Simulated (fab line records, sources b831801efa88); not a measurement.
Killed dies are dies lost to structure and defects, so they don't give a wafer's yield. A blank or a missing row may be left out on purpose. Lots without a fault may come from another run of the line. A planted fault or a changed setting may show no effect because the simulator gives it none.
A struck lot beside a sound one | flow sfq_line | 14 steps out of a route of 325
Sound: wafers L183.2, L183.3, L183.4. Struck: wafers L171.1, L171.2, L171.4. The cause comes at the end.
At each step with rows: each side's tool, then ch and its chambers, then its first start. Under that, the readings that differ: sound wafers | struck wafers | difference of the means | sigmas: that difference in standard deviations of wafers without a fault.
alike: readings whose means differ by less than 2 such deviations, and words and numbers that are the same on both sides. not compared: withheld readings, readings that some wafer has no value for, bounds like >300 that may hide the same value, and numbers for which the record gives no deviation and whose values overlap.
The two part at a step that has a row with sigmas, a row that says differs or no value, or rows on one side only. Numbers that don't overlap but have no deviation are shown without sigmas and don't part them. A reading that every wafer of one side lacks parts them only if that side has two wafers or more.

SFQ_TRILAYER_L0_STRIP_STRIP_009: strips in O2.
  sound on rie_metal-03 ch 0,1, day 9 05:50; struck on rie_metal-03 ch 0,1, day 6 02:48
  alike: chamber_pressure_mTorr, drypump_motor_current_A, oes_product_au
  not compared: rf_hours_counter_h
then, 1 step without rows for these wafers: SFQ_TRILAYER_L0_STRIP_SOLV_CLEAN_010 (cleans in NMP, time 600 s).
SFQ_TRILAYER_L0_CAP_PECVD_011: deposits SiO2 from SiH4/N2O, time 13.333 s, target thk 60 nm.
  sound on pecvd-02 ch 0,1, day 9 06:36; struck on pecvd-02 ch 0,1,2, day 6 03:35
  alike: heater_power_w, throttle_valve_pct
then, 6 steps without rows for these wafers: SFQ_TRILAYER_L0_VIA_LITHO_COAT_018 (resist thk 62 nm); SFQ_TRILAYER_L0_VIA_LITHO_COAT_013 (resist thk 650 nm); SFQ_TRILAYER_L0_VIA_LITHO_SOFTBAKE_017; SFQ_TRILAYER_L0_VIA_LITHO_EXPOSE_014 (exposes mask L0V, target cd 700 nm); SFQ_TRILAYER_L0_VIA_LITHO_PEB_016 (peb time 60 s); SFQ_TRILAYER_L0_VIA_LITHO_DEVELOP_015 (time 60 s).
SFQ_L0V_OVL_MEAS_903:
  sound on overlay-01, day 9 19:32; struck on overlay-01, day 6 11:45
  alike: L0V_OVL
SFQ_TRILAYER_L0_VIA_BARC_OPEN_VIA_ETCH_021: etches BARC in O2, target depth 125 nm, time 41.7 s.
  sound on rie_diel-04 ch 1,2,3, day 9 19:34; struck on rie_diel-04 ch 0,1,3, day 6 11:47
  alike: drypump_motor_current_A, oes_product_au
  not compared: rf_hours_counter_h
SFQ_TRILAYER_L0_VIA_ETCH_VIA_ETCH_016: etches SiO2 in CHF3, stops on MoNx KI, target depth 80 nm.
  sound on rie_diel-04 ch 1,2,3, day 9 19:36; struck on rie_diel-04 ch 0,1,3, day 6 11:50
  alike: drypump_motor_current_A, oes_product_au
SFQ_TRILAYER_L0_VIA_STRIP_STRIP_017: strips in O2.
  sound on rie_metal-03 ch 0,1, day 9 19:39; struck on rie_metal-04 ch 0,1, day 6 11:53
  reading                        | sound             | struck            | difference | sigmas
  chamber_pressure_mTorr (mTorr) | 50.04 49.88 50.06 | 40.03 40.02 39.99 | -9.98      | -99 or more
  alike: drypump_motor_current_A, oes_product_au
  not compared: rf_hours_counter_h
then, 1 step without rows for these wafers: SFQ_TRILAYER_L0_VIA_STRIP_SOLV_CLEAN_018 (cleans in NMP, time 600 s).

WHERE THEY PART
Only at SFQ_TRILAYER_L0_VIA_STRIP_STRIP_017, within this record.

WHY: what the simulator had put in
Process parameter drift: rie_metal-04, from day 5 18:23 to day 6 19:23, at SFQ_TRILAYER_L0_VIA_STRIP_STRIP_017. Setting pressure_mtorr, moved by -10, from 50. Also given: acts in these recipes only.
